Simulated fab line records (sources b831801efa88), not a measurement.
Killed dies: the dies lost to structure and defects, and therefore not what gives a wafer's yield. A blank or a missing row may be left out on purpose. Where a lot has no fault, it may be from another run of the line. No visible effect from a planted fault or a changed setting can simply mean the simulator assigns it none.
Check of tool commonality    flow sky130    15 lots and 45 wafers in the sample

WHY THIS WAS OPENED
SKY_LDD_P_TW_MEAS_11, reading LDD_P_TW: flagged on 4 of 15 lots. Fault-free wafers read 637, with a standard deviation of 8.9.
Rule: a lot gets a flag if all its wafers with a number sit over 4 standard deviations from that mean, or if no wafer of it has a number. The rest of the lots are taken to be sound.

lot   measured      on             LDD_P_TW, wafer by wafer  flag
L462  day 20 03:01  film_metro-02  650 650 648               
L463  day 20 07:47  film_metro-02  650 650 648               
L464  day 20 15:49  film_metro-02  652 649 655               
L465  day 21 07:55  film_metro-01  633 635 628               
L466  day 21 13:27  film_metro-01  629 630 634               
L467  day 21 16:29  film_metro-01  629 631 635               
L468  day 22 01:28  film_metro-02  652 649 649               
L469  day 22 21:54  film_metro-03  626 627 626               
L470  day 22 22:37  film_metro-01  629 628 631               
L471  day 23 07:24  film_metro-02  649 650 646               
L473  day 24 05:40  film_metro-01  630 633 632               
L474  day 24 10:10  film_metro-01  1042 1045 1043            FLAGGED
L475  day 24 18:20  film_metro-01  1046 1041 1043            FLAGGED
L476  day 24 19:01  film_metro-03  1039 1040 1040            FLAGGED
L477  day 25 12:09  film_metro-01  1046 1044 1042            FLAGGED
The mean of the flagged lots' numbers is 1043, +406 from the usual (+46 standard deviations).

WHICH TOOL EACH LOT WENT THROUGH
The record holds 1 process step before the reading, out of a route of 708 steps. Cell contents, in order: the tool; ch with the chambers the sampled wafers went through; the start.
lot   flag     SKY_LDD_P_IMPLANT_09
L462           implanter-02 ch 0, day 20 02:46
L463           implanter-04 ch 0, day 20 07:34
L464           implanter-01 ch 0, day 20 15:34
L465           implanter-01 ch 0, day 21 07:40
L466           implanter-04 ch 0, day 21 13:14
L467           implanter-02 ch 0, day 21 16:15
L468           implanter-02 ch 0, day 22 01:13
L469           implanter-04 ch 0, day 22 21:41
L470           implanter-02 ch 0, day 22 22:22
L471           implanter-04 ch 0, day 23 07:09
L473           implanter-02 ch 0, day 24 05:25
L474  FLAGGED  implanter-04 ch 0, day 24 09:55
L475  FLAGGED  implanter-01 ch 0, day 24 18:06
L476  FLAGGED  implanter-04 ch 0, day 24 18:46
L477  FLAGGED  implanter-01 ch 0, day 25 11:54
What these steps do:
- SKY_LDD_P_IMPLANT_09
- SKY_LDD_P_TW_MEAS_11

FLAGGED AGAINST TOTAL, ONE TOOL AT A TIME (gauges that did the reading follow at the end)
step                  tool           lots run  flagged  share of the flagged lots  sound lots run after its first flagged lot
SKY_LDD_P_IMPLANT_09  implanter-01   4         2        some                       0
SKY_LDD_P_IMPLANT_09  implanter-02   5         0        none                       -
SKY_LDD_P_IMPLANT_09  implanter-04   6         2        some                       0
SKY_LDD_P_TW_MEAS_11  film_metro-01  8         3        some                       0
SKY_LDD_P_TW_MEAS_11  film_metro-02  5         0        none                       -
SKY_LDD_P_TW_MEAS_11  film_metro-03  2         1        some                       0

WHAT THE TABLE PERMITS
No row of the table ran every flagged lot.

WHAT WAS PUT IN BY THE SIMULATOR
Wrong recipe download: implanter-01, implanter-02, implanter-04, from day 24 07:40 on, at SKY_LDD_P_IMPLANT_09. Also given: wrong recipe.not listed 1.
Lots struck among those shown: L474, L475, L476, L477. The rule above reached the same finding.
